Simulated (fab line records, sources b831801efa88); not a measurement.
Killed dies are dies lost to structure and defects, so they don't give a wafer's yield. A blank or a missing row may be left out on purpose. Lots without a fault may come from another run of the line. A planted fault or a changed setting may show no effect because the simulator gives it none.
Tool commonality check | flow sky130 | 14 lots, 42 wafers sampled

WHY IT WAS OPENED
At SKY_LDD_LDN_TW_MEAS_13 the reading LDD_LDN_TW is flagged on 2 of 14 lots. Wafers without a fault read 1496, standard deviation 20.
Rule: a lot is flagged when every wafer of it that has a number lies more than 4 standard deviations from that mean, or none has a number. The other lots count as sound.

lot  | measured     | on            | LDD_LDN_TW, wafer by wafer | flag
L105 | day 22 20:26 | film_metro-03 | 1508 1506 1511             |
L106 | day 23 02:31 | film_metro-04 | 1449 1440 1447             |
L107 | day 23 17:01 | film_metro-03 | 1507 1498 1508             |
L108 | day 23 22:31 | film_metro-03 | 1508 1505 1502             |
L109 | day 24 10:11 | film_metro-02 | 1507 1502 1501             |
L118 | day 27 07:17 | film_metro-03 | 1383 1382 1383             | FLAGGED
L119 | day 27 16:38 | film_metro-02 | 1362 1371 1368             | FLAGGED
L121 | day 29 17:35 | film_metro-03 | 1496 1500 1499             |
L123 | day 29 18:52 | film_metro-03 | 1500 1508 1496             |
L122 | day 29 19:29 | film_metro-02 | 1489 1489 1496             |
L124 | day 29 19:45 | film_metro-03 | 1498 1508 1502             |
L125 | day 29 21:20 | film_metro-02 | 1500 1500 1495             |
L127 | day 30 09:23 | film_metro-02 | 1502 1499 1498             |
L128 | day 30 17:39 | film_metro-02 | 1501 1507 1504             |
The numbers of the flagged lots are 1375 on average: -121 against the usual, or -6 standard deviations.

WHICH TOOL RAN EACH LOT
The record holds 2 process steps before the reading, out of a route of 708 steps. In each cell: the tool, then ch and the chambers that the sampled wafers went through, then the start.
lot  | flag    | SKY_LDD_LDN_IMPLANT_09          | SKY_LDD_LDN_STRIP_12
L105 |         | implanter-03 ch 0, day 22 19:53 | plasma_asher-04 ch 0,1, day 22 20:20
L106 |         | implanter-02 ch 0, day 23 01:59 | plasma_asher-01 ch 0,1, day 23 02:25
L107 |         | implanter-03 ch 0, day 23 16:30 | plasma_asher-01 ch 0,1, day 23 16:56
L108 |         | implanter-04 ch 0, day 23 22:00 | plasma_asher-04 ch 0,1, day 23 22:26
L109 |         | implanter-04 ch 0, day 24 09:38 | plasma_asher-03 ch 0,1, day 24 10:05
L118 | FLAGGED | implanter-03, day 27 06:44      | plasma_asher-04 ch 0,1, day 27 07:11
L119 | FLAGGED | implanter-04, day 27 16:05      | plasma_asher-03 ch 0,1, day 27 16:32
L121 |         | implanter-04 ch 0, day 29 17:02 | plasma_asher-04 ch 0,1, day 29 17:29
L123 |         | implanter-03 ch 0, day 29 18:22 | plasma_asher-04 ch 0,1, day 29 18:46
L122 |         | implanter-04 ch 0, day 29 18:56 | plasma_asher-04 ch 0,1, day 29 19:23
L124 |         | implanter-03 ch 0, day 29 19:13 | plasma_asher-03 ch 0,1, day 29 19:38
L125 |         | implanter-04 ch 0, day 29 19:32 | plasma_asher-04 ch 0,1, day 29 21:14
L127 |         | implanter-03 ch 0, day 30 08:52 | plasma_asher-03 ch 0,1, day 30 09:17
L128 |         | implanter-04 ch 0, day 30 17:07 | plasma_asher-04 ch 0,1, day 30 17:32
What these steps do:
- SKY_LDD_LDN_IMPLANT_09
- SKY_LDD_LDN_STRIP_12: strips in O2/N2.
- SKY_LDD_LDN_TW_MEAS_13

FLAGGED OVER TOTAL, TOOL BY TOOL (the gauges that took the reading come last)
step                   | tool            | lots run | flagged | share of the flagged lots | sound lots run after its first flagged lot
SKY_LDD_LDN_IMPLANT_09 | implanter-02    | 1        | 0       | none                      | -
SKY_LDD_LDN_IMPLANT_09 | implanter-03    | 6        | 1       | some                      | 3 (L123,L124,L127)
SKY_LDD_LDN_IMPLANT_09 | implanter-04    | 7        | 1       | some                      | 4 (L121,L122,L125,L128)
SKY_LDD_LDN_STRIP_12   | plasma_asher-01 | 2        | 0       | none                      | -
SKY_LDD_LDN_STRIP_12   | plasma_asher-03 | 4        | 1       | some                      | 2 (L124,L127)
SKY_LDD_LDN_STRIP_12   | plasma_asher-04 | 8        | 1       | some                      | 5 (L121,L123,L122,L125,L128)
SKY_LDD_LDN_TW_MEAS_13 | film_metro-02   | 6        | 1       | some                      | 4 (L122,L125,L127,L128)
SKY_LDD_LDN_TW_MEAS_13 | film_metro-03   | 7        | 1       | some                      | 3 (L121,L123,L124)
SKY_LDD_LDN_TW_MEAS_13 | film_metro-04   | 1        | 0       | none                      | -

WHAT THE TABLE ALLOWS
No row of the table ran every flagged lot.

WHAT THE SIMULATOR HAD PUT IN
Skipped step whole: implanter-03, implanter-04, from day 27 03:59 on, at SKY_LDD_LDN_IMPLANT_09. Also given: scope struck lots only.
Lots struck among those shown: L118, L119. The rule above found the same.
